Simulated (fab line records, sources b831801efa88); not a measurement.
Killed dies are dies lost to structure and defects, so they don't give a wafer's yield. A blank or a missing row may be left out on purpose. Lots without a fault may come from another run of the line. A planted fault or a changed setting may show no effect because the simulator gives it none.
fab line records | flow sky130
record lots=6 wafers=18 last_day=50
route steps=708 shown VT_ADJUST_LVTN@109 VT_ADJUST_NCORE@119 PAD_OPEN@708
lots that met no fault: from a run of the same line without faults
start_h: hours from the record's first day to the start of the lot's first wafer shown | wait_h: hours since the lot's step before | " the same as in the row above | L1.1+2: a row that stands for several wafers | - no value, or no start given | * or withheld: withheld | < > ~ a bound
route shown NAME@n: a module of which the file shows steps, and the number in the route of the first | usual: mean/standard deviation of fault-free wafers | same: alike in all rows | chamber/n: place in a boat | sites: the reading at each site | _std_site: their standard deviation | _edge_site: outer sites' mean less inner sites' | radius_mm: how far each site lies from the wafer's centre | mask NAME#n: copy n | behind: the tool/chamber that last shaped the wafer | hold: why the lot was held/for how many hours/how that ended | device: the transistor (n, p or np) that didn't switch | end of line: the same wafers' tests at the end of the route | a step without rows: its recipe alone | killed: dies lost to structure and defects at the first sort, not the wafer's yield | map: a wafer's dies, x killed, . not, _ none there
set.NAME: the setting as run; set.NAME@STEP: as run at that earlier step | model.NAME: the simulator's own value behind a step, which no gauge read
lots at some steps of the route; a table a step, a row a wafer
services: from which hour (start_h, from the record's first day; less than 0 if before it) a tool's chamber was out of use, for how many hours, and why
## steps
# step SKY_VT_ADJUST_LVTN_HMDS_12
# recipe prime_time_s=60 prime_temp_c=120
# step SKY_VT_ADJUST_LVTN_COAT_13
# recipe resist=NOVOLAK spin_rpm=3000 resist_thk_nm=1140
# step SKY_VT_ADJUST_LVTN_SOFTBAKE_14
# recipe temp_c=90 time_s=60 resist=NOVOLAK
# step SKY_VT_ADJUST_LVTN_EXPOSE_15
# recipe mask_id=HVN_STD_DERIVED na=0.6 source_shape=conventional sigma_outer=0.6 polarization=unpolarized target_cd_nm=600 dose_mj=163
# step SKY_VT_ADJUST_LVTN_PEB_16
# recipe temp_c=withheld time_s=* resist=NOVOLAK
# step SKY_VT_ADJUST_LVTN_DEVELOP_17
# recipe resist=NOVOLAK developer=TMAH develop_time_s=60 dev_temp_c=23
# step SKY_VT_ADJUST_LVTN_OVL_MEAS_18
# usual VT_ADJUST_LVTN_01_OVL=-0.9/1.5
# columns lot.wafer tool chamber start_h wait_h VT_ADJUST_LVTN_01_OVL[nm]
L477.2 overlay-02 - 217.34 0.1 -0.8
L477.3 " - " " -0.4
L477.5 " - " " -0.7
L478.3 overlay-02 - 221.72 0.1 -2.5
L478.4 " - " " -2.9
L478.5 " - " " -2.7
L481.1 overlay-01 - 250.61 0.1 -0.7
L481.4 " - " " -0.4
L481.6 " - " " 0.8
L483.2 overlay-02 - 264.69 0.1 -1.1
L483.3 " - " " -1.1
L483.6 " - " " -0.1
L489.2 overlay-02 - 300.44 0.1 0.7
L489.3 " - " " -0.3
L489.4 " - " " -0.5
L491.3 overlay-02 - 313.30 0.1 -2.3
L491.5 " - " " -1.7
L491.6 " - " " -0.9
# step SKY_VT_ADJUST_LVTN_IMPLANT_19
# recipe species=B energy_kev=30 dose_cm2=6.5e+11 tilt_deg=withheld
# step SKY_VT_ADJUST_LVTN_STRIP_20
# recipe chemistry=O2/N2 power_w=1400 pressure_mtorr=1500 platen_temp_c=withheld o2_flow_sccm=3000 n2_flow_sccm=300 overash_fraction=0.5
# usual drypump_motor_current_A=6.0/0.58 oes_product_au=0.715/0.0047 strip_time_to_endpoint_s=14.16/0.042
# columns lot.wafer tool chamber start_h wait_h drypump_motor_current_A oes_product_au rf_hours_counter_h strip_time_to_endpoint_s
L477.2 plasma_asher-04 1 217.52 0.1 6.3 0.715 52 14.16
L477.3 " 1 " " 6.3 0.717 - 14.15
L477.5 " 1 " " 6.3 0.719 - 14.13
L478.3 plasma_asher-03 1 221.93 0.1 6.8 0.709 - 14.16
L478.4 " 0 " " 5.9 0.715 - 14.12
L478.5 " 1 " " 6.8 0.715 - 14.16
L481.1 plasma_asher-04 1 250.79 0.1 6.3 0.726 55 14.12
L481.4 " 1 " " 6.3 0.713 - 14.20
L481.6 " 1 " " 6.3 0.711 - 14.11
L483.2 plasma_asher-03 0 264.87 0.1 5.9 0.711 45 14.23
L483.3 " 1 " " 6.8 0.714 - 14.18
L483.6 " 0 " " 5.9 0.722 - 14.19
L489.2 plasma_asher-01 1 300.62 0.1 5.6 0.713 16 14.13
L489.3 " 0 " " 5.1 0.719 - 14.16
L489.4 " 1 " " 5.6 0.718 - 14.12
L491.3 plasma_asher-01 1 313.50 0.1 5.6 0.715 - 14.18
L491.5 " 0 " " 5.1 0.720 - 14.19
L491.6 " 1 " " 5.6 0.720 - 14.12
# step SKY_VT_ADJUST_LVTN_TW_MEAS_21
# usual VT_ADJUST_LVTN_2_TW=188.7/2.1
# columns lot.wafer tool chamber start_h wait_h VT_ADJUST_LVTN_2_TW
L477.2 film_metro-04 - 217.63 0.1 190.0
L477.3 " - " " 189.4
L477.5 " - " " 189.9
L478.3 film_metro-01 - 222.01 0.1 186.1
L478.4 " - " " 186.9
L478.5 " - " " 186.6
L481.1 film_metro-01 - 250.89 0.1 184.8
L481.4 " - " " 185.0
L481.6 " - " " 185.8
L483.2 film_metro-04 - 264.98 0.1 190.8
L483.3 " - " " 191.3
L483.6 " - " " 190.2
L489.2 film_metro-04 - 300.73 0.1 189.6
L489.3 " - " " 189.1
L489.4 " - " " 188.7
L491.3 film_metro-02 - 313.59 0.1 190.5
L491.5 " - " " 189.6
L491.6 " - " " 189.1
# step SKY_VT_ADJUST_NCORE_DEHYDRATE_00
# recipe temp_c=200 time_s=60
# step SKY_VT_ADJUST_NCORE_HMDS_01
# recipe prime_time_s=60 prime_temp_c=120
# step SKY_VT_ADJUST_NCORE_COAT_02
# recipe resist=NOVOLAK spin_rpm=3000 resist_thk_nm=1140
# columns lot.wafer tool chamber start_h wait_h model.NOVOLAK_of_VT_ADJUST_NCORE_COAT_02.thk_nm
L477.2 litho_track-04 0 228.56 0.1 1135
L477.3+5 " 0 " " 1136
L478.3 litho_track-02 0 233.37 0.1 1143
L478.4 " 0 " " 1140
L478.5 " 0 " " 1138
L481.1 litho_track-02 0 262.12 0.1 1175
L481.4 " 0 " " 1178
L481.6 " 0 " " 1180
L483.2 litho_track-02 0 276.80 0.1 1180
L483.3 " 0 " " 1178
L483.6 " 0 " " 1177
L489.2 litho_track-03 0 314.26 0.1 1143
L489.3 " 0 " " 1140
L489.4 " 0 " " 1136
L491.3 litho_track-03 0 326.04 0.1 1141
L491.5+6 " 0 " " 1138
# step SKY_VT_ADJUST_NCORE_SOFTBAKE_03
# recipe temp_c=90 time_s=60 resist=NOVOLAK
# step SKY_VT_ADJUST_NCORE_EXPOSE_04
# recipe mask_id=LVTN_COMPLEMENT_THIN na=0.6 source_shape=conventional sigma_outer=0.6 polarization=unpolarized target_cd_nm=380 dose_mj=139
# step SKY_VT_ADJUST_NCORE_PEB_05
# recipe temp_c=withheld time_s=* resist=NOVOLAK
# step SKY_VT_ADJUST_NCORE_DEVELOP_06
# recipe resist=NOVOLAK developer=TMAH develop_time_s=60 dev_temp_c=23
# columns lot.wafer tool chamber start_h wait_h model.NOVOLAK_of_VT_ADJUST_NCORE_COAT_02.thk_nm
L477.2 litho_track-02 0 241.05 0.1 1134
L477.3+5 " 0 " " 1136
L478.3 litho_track-04 0 245.58 0.1 1143
L478.4 " 0 " " 1139
L478.5 " 0 " " 1138
L481.1 litho_track-02 0 274.37 0.1 1175
L481.4 " 0 " " 1177
L481.6 " 0 " " 1179
L483.2 litho_track-02 0 289.05 0.1 1180
L483.3 " 0 " " 1178
L483.6 " 0 " " 1177
L489.2 litho_track-02 0 326.90 0.1 1143
L489.3 " 0 " " 1140
L489.4 " 0 " " 1136
L491.3 litho_track-02 0 340.17 0.1 1141
L491.5+6 " 0 " " 1138
# step SKY_VT_ADJUST_NCORE_CD_MEAS_07
# recipe target_cd_nm=380
# usual cd_nm=379.9/2.7
# columns lot.wafer tool chamber start_h wait_h cd_nm
L477.2 cd_sem-02 - 241.19 0.1 377.9
L477.3 " - " " 379.2
L477.5 " - " " 378.9
L478.3 cd_sem-02 - 245.72 0.1 381.1
L478.4 " - " " 380.0
L478.5 " - " " 380.6
L481.1 cd_sem-01 - 274.52 0.1 382.6
L481.4 " - " " 380.2
L481.6 " - " " 379.1
L483.2 cd_sem-01 - 289.19 0.1 376.7
L483.3 " - " " 374.1
L483.6 " - " " 374.8
L489.2 cd_sem-01 - 327.10 0.2 381.3
L489.3 " - " " 379.7
L489.4 " - " " 380.6
L491.3 cd_sem-01 - 340.31 0.1 378.0
L491.5 " - " " 380.2
L491.6 " - " " 376.7
# step SKY_VT_ADJUST_NCORE_OVL_MEAS_08
# usual VT_ADJUST_NCORE_OVL=0.0/1.2
# columns lot.wafer tool chamber start_h wait_h VT_ADJUST_NCORE_OVL[nm]
L477.2 overlay-02 - 241.30 0.1 -0.1
L477.3 " - " " 0.0
L477.5 " - " " -0.1
L478.3 overlay-02 - 245.82 0.1 0.3
L478.4 " - " " 0.8
L478.5 " - " " 2.7
L481.1 overlay-02 - 274.64 0.1 1.1
L481.4 " - " " 0.8
L481.6 " - " " 1.5
L483.2 overlay-02 - 289.33 0.1 -2.8
L483.3 " - " " 1.2
L483.6 " - " " -1.8
L489.2 overlay-01 - 327.20 0.1 0.4
L489.3 " - " " -0.1
L489.4 " - " " 0.8
L491.3 overlay-02 - 340.41 0.1 -0.3
L491.5 " - " " 0.3
L491.6 " - " " -0.3
# step SKY_VT_ADJUST_NCORE_IMPLANT_09
# recipe species=B energy_kev=10 dose_cm2=2.4e+12 tilt_deg=withheld
# step SKY_VT_ADJUST_NCORE_STRIP_10
# recipe chemistry=O2/N2 power_w=1400 pressure_mtorr=1500 platen_temp_c=withheld o2_flow_sccm=3000 n2_flow_sccm=300 overash_fraction=0.5
# usual drypump_motor_current_A=6.2/0.43 oes_product_au=0.715/0.0047 strip_time_to_endpoint_s=14.17/0.037
# columns lot.wafer tool chamber start_h wait_h drypump_motor_current_A oes_product_au rf_hours_counter_h strip_time_to_endpoint_s
L477.2 plasma_asher-04 0 241.48 0.1 6.5 0.719 54 14.11
L477.3 " 0 " " 6.5 0.715 - 14.14
L477.5 " 1 " " 6.3 0.719 - 14.12
L478.3 plasma_asher-03 0 246.02 0.1 5.9 0.715 - 14.22
L478.4 " 1 " " 6.8 0.722 - 14.20
L478.5 " 1 " " 6.8 0.714 - 14.15
L481.1 plasma_asher-02 1 274.83 0.1 5.9 0.709 56 14.56
L481.4 " 0 " " 5.5 0.722 - 14.58
L481.6 " 1 " " 6.0 0.716 - 14.61
L483.2 plasma_asher-02 0 289.51 0.1 5.5 0.721 57 14.62
L483.3 " 0 " " 5.5 0.718 - 14.59
L483.6 " 1 " " 5.9 0.713 - 14.57
L489.2 plasma_asher-04 1 327.38 0.1 6.3 0.716 63 14.22
L489.3 " 0 " " 6.5 0.716 - 14.18
L489.4 " 1 " " 6.3 0.713 - 14.13
L491.3 plasma_asher-04 1 340.61 0.1 6.3 0.718 - 14.19
L491.5 " 1 " " 6.3 0.711 - 14.16
L491.6 " 0 " " 6.5 0.715 - 14.16
# step SKY_VT_ADJUST_NCORE_TW_MEAS_11
# usual VT_ADJUST_NCORE_TW=219/3
# columns lot.wafer tool chamber start_h wait_h VT_ADJUST_NCORE_TW
L477.2 film_metro-02 - 241.59 0.1 223
L477.3 " - " " 223
L477.5 " - " " 223
L478.3 film_metro-03 - 246.11 0.1 218
L478.4 " - " " 217
L478.5 " - " " 217
L481.1 film_metro-03 - 274.93 0.1 217
L481.4 " - " " 218
L481.6 " - " " 217
L483.2 film_metro-03 - 289.62 0.1 216
L483.3 " - " " 216
L483.6 " - " " 216
L489.2 film_metro-02 - 327.49 0.1 222
L489.3 " - " " 222
L489.4 " - " " 222
L491.3 film_metro-03 - 340.70 0.1 216
L491.5 " - " " 216
L491.6 " - " " 215
# step SKY_PAD_OPEN_PROBE_99
# usual killed_at_M0_to_M3=43/6.4 killed_at_M4_up=3.2/1.8 killed_at_contacts=25/5.5 killed_at_front_end=16/5.2 killed_at_other=0.3/0.49 killed_dies=88/10 killed_open=48/7 killed_short=40/7.1
# same gross_dies=492 killed_at_back_side=0
# columns lot.wafer tool chamber start_h wait_h killed_at_M0_to_M3 killed_at_M4_up killed_at_contacts killed_at_front_end killed_at_other killed_dies killed_open killed_short
L477.2 prober-02 - 1136.99 0.1 38 4 27 11 1 81 47 34
L477.3 prober-02 - 1137.04 0.2 39 3 19 20 0 81 45 36
L477.5 prober-02 - 1137.14 0.2 37 0 16 16 0 69 35 34
L478.3 prober-01 - 1140.27 0.2 41 4 15 12 0 72 40 32
L478.4 prober-01 - 1140.32 0.2 52 4 26 16 0 98 58 40
L478.5 prober-01 - 1140.37 0.2 52 5 28 13 0 98 64 34
L481.1 prober-02 - 1161.90 0.1 44 0 19 7 1 71 39 32
L481.4 prober-02 - 1162.05 0.2 42 2 29 13 1 87 57 30
L481.6 prober-02 - 1162.15 0.2 39 2 20 26 0 87 45 42
L483.2 prober-01 - 1174.40 0.1 44 1 30 10 0 85 54 31
L483.3 prober-01 - 1174.45 0.2 34 7 19 15 1 76 41 35
L483.6 prober-01 - 1174.60 0.2 36 4 36 14 0 90 38 52
L489.2 prober-01 - 1198.50 0.1 51 4 23 10 0 88 46 42
L489.3 prober-01 - 1198.55 0.2 59 1 17 18 0 95 49 46
L489.4 prober-01 - 1198.60 0.2 40 3 31 12 0 86 44 42
L491.3 prober-02 - 1210.35 0.2 33 0 41 22 1 97 54 43
L491.5 prober-02 - 1210.45 0.2 32 6 27 6 1 72 41 31
L491.6 prober-02 - 1210.50 0.2 41 2 25 16 0 84 49 35
# killed by level:class
L477.2 VIA1:geometric_particle:open=13 LI_CONTACT:geometric_particle:open=10 CONTACT:geometric_particle:short=6 CONTACT:geometric_particle:open=5 FIELD_ISO:geometric_particle:open=4 METAL1:geometric_particle:short=4 VIA1:geometric_particle:short=4 VIA3:geometric_particle:open=4
L477.3 CONTACT:geometric_particle:open=8 FIELD_ISO:geometric_particle:open=7 METAL1:geometric_particle:short=7 VIA3:geometric_particle:open=6 LI_CONTACT:geometric_particle:open=6 VIA1:geometric_particle:short=5 VIA2:geometric_particle:open=5 POLY_GATE:geometric_particle:open=4
L477.5 VIA1:geometric_particle:open=10 METAL1:geometric_particle:short=9 VIA2:geometric_particle:open=7 CONTACT:geometric_particle:open=7 VIA1:geometric_particle:short=6 CONTACT:geometric_particle:short=5 FIELD_ISO:geometric_particle:short=4 FIELD_ISO:geometric_particle:open=3
L478.3 CONTACT:geometric_particle:open=8 VIA1:geometric_particle:open=8 VIA3:geometric_particle:open=7 VIA1:geometric_particle:short=7 METAL2:geometric_particle:short=6 METAL1:geometric_particle:short=5 LI_CONTACT:geometric_particle:open=4 FIELD_ISO:geometric_particle:short=3
L478.4 VIA1:geometric_particle:open=15 LI_CONTACT:geometric_particle:open=11 METAL2:geometric_particle:short=9 VIA3:geometric_particle:open=7 POLY_GATE:geometric_particle:open=6 CONTACT:geometric_particle:open=6 VIA1:geometric_particle:short=5 VIA3:geometric_particle:short=4
L478.5 CONTACT:geometric_particle:open=13 VIA1:geometric_particle:open=11 VIA2:geometric_particle:open=9 LI_CONTACT:geometric_particle:open=8 METAL1:geometric_particle:short=7 METAL2:geometric_particle:short=6 POLY_GATE:geometric_particle:open=5 VIA3:geometric_particle:open=5
L481.1 VIA1:geometric_particle:open=8 VIA2:geometric_particle:open=7 METAL2:geometric_particle:short=5 LI_CONTACT:geometric_particle:open=5 VIA1:geometric_particle:short=5 METAL1:geometric_particle:short=4 CONTACT:geometric_particle:short=4 CONTACT:geometric_particle:open=4
L481.4 CONTACT:geometric_particle:open=15 VIA1:geometric_particle:open=12 METAL1:geometric_particle:short=7 VIA3:geometric_particle:open=5 LI_CONTACT:geometric_particle:open=5 VIA2:geometric_particle:open=5 CONTACT:geometric_particle:short=5 VIA1:geometric_particle:short=4
L481.6 CONTACT:geometric_particle:open=11 POLY_GATE:geometric_particle:short=9 METAL2:geometric_particle:short=8 VIA1:geometric_particle:open=7 VIA2:geometric_particle:open=6 POLY_GATE:geometric_particle:open=5 LI_CONTACT:geometric_particle:open=5 VIA1:geometric_particle:short=5
L483.2 CONTACT:geometric_particle:open=13 LI_CONTACT:geometric_particle:open=9 VIA3:geometric_particle:open=9 VIA1:geometric_particle:short=7 VIA1:geometric_particle:open=7 VIA2:geometric_particle:open=6 METAL1:geometric_particle:short=4 VIA2:geometric_particle:short=4
L483.3 LI_CONTACT:geometric_particle:open=9 FIELD_ISO:geometric_particle:open=7 FIELD_ISO:geometric_particle:short=6 VIA2:geometric_particle:open=5 METAL1:geometric_particle:short=5 METAL3:geometric_particle:short=5 VIA1:geometric_particle:open=4 VIA3:geometric_particle:open=4
L483.6 CONTACT:geometric_particle:open=12 LI_CONTACT:geometric_particle:open=8 POLY_GATE:geometric_particle:short=7 METAL1:geometric_particle:short=7 CONTACT:geometric_particle:short=7 VIA1:geometric_particle:open=6 METAL2:geometric_particle:short=6 LOCAL_INTERCONNECT:geometric_particle:short=5
L489.2 CONTACT:geometric_particle:open=12 METAL1:geometric_particle:short=11 VIA1:geometric_particle:open=10 VIA2:geometric_particle:open=8 LI_CONTACT:geometric_particle:open=6 VIA1:geometric_particle:short=6 VIA2:geometric_particle:short=6 POLY_GATE:geometric_particle:short=4
L489.3 VIA1:geometric_particle:open=12 VIA2:geometric_particle:open=10 METAL1:geometric_particle:short=8 LI_CONTACT:geometric_particle:open=7 METAL2:geometric_particle:short=7 FIELD_ISO:geometric_particle:short=5 VIA2:geometric_particle:short=5 FIELD_ISO:geometric_particle:open=4
L489.4 VIA1:geometric_particle:open=11 CONTACT:geometric_particle:open=10 METAL2:geometric_particle:short=7 LI_CONTACT:geometric_particle:short=6 VIA3:geometric_particle:open=6 LOCAL_INTERCONNECT:geometric_particle:short=5 CONTACT:geometric_particle:short=5 METAL1:geometric_particle:short=5
L491.3 CONTACT:geometric_particle:open=14 FIELD_ISO:geometric_particle:open=10 LI_CONTACT:geometric_particle:open=10 CONTACT:geometric_particle:short=8 VIA1:geometric_particle:open=7 VIA3:geometric_particle:open=7 FIELD_ISO:geometric_particle:short=5 LOCAL_INTERCONNECT:geometric_particle:short=5
L491.5 CONTACT:geometric_particle:open=10 LI_CONTACT:geometric_particle:open=10 VIA3:geometric_particle:open=8 METAL2:geometric_particle:short=7 METAL4:geometric_particle:short=6 VIA1:geometric_particle:open=4 VIA2:geometric_particle:open=4 METAL3:geometric_particle:short=4
L491.6 CONTACT:geometric_particle:open=13 VIA1:geometric_particle:open=7 VIA3:geometric_particle:open=7 METAL2:geometric_particle:short=6 FIELD_ISO:geometric_particle:short=5 VIA2:geometric_particle:open=5 VIA1:geometric_particle:short=5 FIELD_ISO:geometric_particle:open=4
## services
# columns tool chamber start_h hours kind
plasma_asher-01 - 203.59 14.6 pm
plasma_asher-02 - 291.65 14.6 pm
plasma_asher-04 - 299.81 2.1 repair
plasma_asher-02 - 312.03 0.9 repair
plasma_asher-03 - 312.41 5.4 pm
## key
first_sign step=SKY_VT_ADJUST_NCORE_STRIP_10 reading=strip_time_to_endpoint_s direction=up sigmas=11 usual=* struck=*
effect none on later readings
model_effect step=SKY_VT_ADJUST_NCORE_COAT_02 value=NOVOLAK_of_VT_ADJUST_NCORE_COAT_02.thk_nm without=1143 struck=1178
model_effect step=SKY_VT_ADJUST_NCORE_DEVELOP_06 value=NOVOLAK_of_VT_ADJUST_NCORE_COAT_02.thk_nm without=1143 struck=1178
met_at SKY_VT_ADJUST_NCORE_COAT_02
struck_wafers L481.1,L481.4,L481.6,L483.2,L483.3,L483.6
tester_left_out L481,L483
onset_between 233.37 262.12
also_fits SKY_VT_ADJUST_NCORE_STRIP_10:plasma_asher-02
fault kind=process_parameter_drift tool=litho_track-02 chamber=- onset_h=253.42 steps=SKY_VT_ADJUST_NCORE_COAT_02 channel=resist_thk_nm offset=34.816 shape=step end_h=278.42 acts_in=these_recipes_only stated=1140
# tester_left_out: of these lots the tester's yield and bins aren't shown, on N5 and GAA mostly nor the transistor test; their killed dies are dies lost to structure and defects alone, not to doping, threshold or leakage, so they don't give the yield
